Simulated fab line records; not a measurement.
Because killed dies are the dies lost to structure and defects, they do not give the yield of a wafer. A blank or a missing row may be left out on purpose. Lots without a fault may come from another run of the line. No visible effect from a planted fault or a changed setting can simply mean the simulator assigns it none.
Code-filled problem report in 8D (eight disciplines) form -- flow gf180mcu -- the parts of the form that need people (team, actions taken, sign-off) are left out

## 1. THE PROBLEM
time-to-endpoint-s at GF_V4_CMP_04 reads a mean of 27 s on 5 wafers of 3 lots; wafers without a fault read 83 s with a standard deviation of 5.1. Relative to the usual mean, that is a shift of -11 standard deviations.
The step: polishes SiO2.
The first sign was on wafer L664.3 at day 28 12:57, on cmp-01. The record holds 42 wafers of 15 lots with a number at this step. Rule for "out" (also "out of limits"): further than 4 standard deviations from the usual mean. Any other wafer with a number is counted as sound.

## 2. WHAT IT IS, AND WHAT IT ISN'T
question,is,is not
which readings at this step,time-to-endpoint-s,motor-current-A
which lots,"L664, L665, L666","L648, L649, L650, L651, L652, L654, L655, L656, L657, L660, L668, L671"
which wafers of those lots,"L664.3, L664.6, L665.3, L666.3, L666.6",L665.1
read on which tools,cmp-01,cmp-02
when,from day 28 12:57,"up to then (30 sound wafers); but 7 sound wafers of L665, L668, L671 came after"

## 3. THE SUSPECTS, EACH WITH WHAT RULES IT OUT
Counting: if a tool at a process step up to the reading ran every lot that is out, it stays a suspect. Sound lots after the first of them don't rule it out here, since some wafers of a struck lot are sound.
- cmp-01 at GF_V4_CMP_04 (polishes SiO2): kept. Every lot that is out went through it, the first being L664 (day 28 12:57); the last sound lot it ran before that was L655 (day 26 06:10). Its own readings are out on those wafers: time-to-endpoint-s.
Left after counting: cmp-01 at GF_V4_CMP_04.

## 4. THE CAUSE (what the simulator had put in)
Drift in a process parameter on cmp-01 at GF_V4_CMP_04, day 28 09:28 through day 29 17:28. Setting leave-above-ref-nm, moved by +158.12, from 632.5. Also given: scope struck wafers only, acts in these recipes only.
The count eliminated every tool but this one.

## 5. THE EFFECT CHAIN, in route order
Each row: a reading whose mean over the struck wafers that have a number lies more than 3 standard deviations from the usual. Only readings for which the record gives a usual standard deviation are gone through. hours: the time from each lot's start at the first step in this table that gives one to its start at this step, as a median over the lots. sigmas: the change in usual standard deviations.
hours,step,reading,usual,on struck wafers,change,sigmas
0,GF_V4_CMP_04,time-to-endpoint-s,83 s,27,-56,-11
-,GF_V4_ETCH_17,oes-product-au,0.856 a.u.,0.973,+0.117,+25
The process steps in it:
- GF_V4_CMP_04: polishes SiO2.
- GF_V4_ETCH_17: etches SiO2 in C4F8/O2/Ar, stops on TiN, target depth 630 nm.

## 6. WHAT WOULD HAVE CAUGHT IT SOONER
First out-of-limits reading in this record: day 28 12:57, which is 3 hours after fault onset at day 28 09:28.
